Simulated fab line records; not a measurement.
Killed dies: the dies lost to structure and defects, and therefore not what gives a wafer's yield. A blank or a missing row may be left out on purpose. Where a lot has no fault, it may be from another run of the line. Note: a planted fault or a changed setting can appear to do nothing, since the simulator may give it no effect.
2 desks looking at one fault || flow sky130 || only its own numbers are on each desk; what lay behind them is given at the end

TOOL OWNER'S DESK, cmp-02
The tool's own readings at SKY_VIA1_CMP_24 (polishes, stops on SiO2, t overpolish 15 s, target thk 0 nm): means of the sampled wafers that have a number, for each lot that ran on this tool. A lot is out of limits, marked OUT, if its mean lies more than 4 standard deviations from the usual mean; the brackets give that distance.
Columns: A = edgeZonePressureFrac at SKY_VIA1_CMP_24, usual 1.000; B = motorCurrentA at SKY_VIA1_CMP_24, usual 10.8 A; C = overpolishRunS at SKY_VIA1_CMP_24, usual 15.000 s; D = timeToEndpointS at SKY_VIA1_CMP_24, usual 65.2 s
{"lot": "L488", "first seen here": "day 37 11:14", "A": 0.995, "B": 11.8, "C": 15.005, "D": 55.5}
{"lot": "L495", "first seen here": "day 39 21:22", "A": 1.002, "B": 11.0, "C": 14.997, "D": 67.6}
This desk's finding: nothing out of limits on any of the 2 lots.

THE METROLOGY DESK
Means of the sampled wafers that have a number, per lot and without regard to the tool the lot ran on: this is what the gauges read. A lot is out of limits, marked OUT, if its mean lies more than 4 standard deviations from the usual mean; the brackets give that distance. Shown here are 7 of its 8 readings, the ones lying furthest out on some lot.
Columns: A = cdNm at SKY_VIA1_CD_MEAS_12, usual 149.7 nm; B = VIA1_OVL at SKY_VIA1_OVL_MEAS_13, usual 1 nm; C = VIA1_W_RS at SKY_VIA1_RS_MEAS_22, usual 0.426 ohm/sq; D = VIA1_W_THK at SKY_VIA1_THK_MEAS_23, usual 268 nm; E = METAL2_ALCU_RS at SKY_METAL2_RS_MEAS_05, usual 0.1269 ohm/sq; F = METAL2_ALCU_THK at SKY_METAL2_THK_MEAS_06, usual 250.4 nm; G = cdNm at SKY_METAL2_CD_MEAS_15, usual 139.6 nm
{"lot": "L478", "first seen here": "day 33 19:39", "A": 148.1, "B": -7, "C": 0.419, "D": 272, "E": 0.1257, "F": 253.2, "G": 140.2}
{"lot": "L483", "first seen here": "day 35 20:28", "A": 150.1, "B": 7, "C": 0.427, "D": 268, "E": 0.1267, "F": 250.4, "G": 138.8}
{"lot": "L488", "first seen here": "day 37 10:03", "A": 149.7, "B": -5, "C": 0.425, "D": 267, "E": 0.1272, "F": 250.6, "G": 138.2}
{"lot": "L495", "first seen here": "day 39 20:12", "A": 151.9, "B": 3, "C": 0.427, "D": 265, "E": 0.1276, "F": 249.4, "G": 139.2}
{"lot": "L498", "first seen here": "day 40 12:47", "A": 151.0, "B": -2, "C": 0.430, "D": 265, "E": 0.1271, "F": 250.7, "G": 139.2}
This desk's finding: nothing out of limits on any of the 5 lots.

PUT TOGETHER
The tool owner's desk saw nothing out of limits.
Nothing out of limits was seen by the metrology desk.

WHAT HAD BEEN PUT IN BY THE SIMULATOR
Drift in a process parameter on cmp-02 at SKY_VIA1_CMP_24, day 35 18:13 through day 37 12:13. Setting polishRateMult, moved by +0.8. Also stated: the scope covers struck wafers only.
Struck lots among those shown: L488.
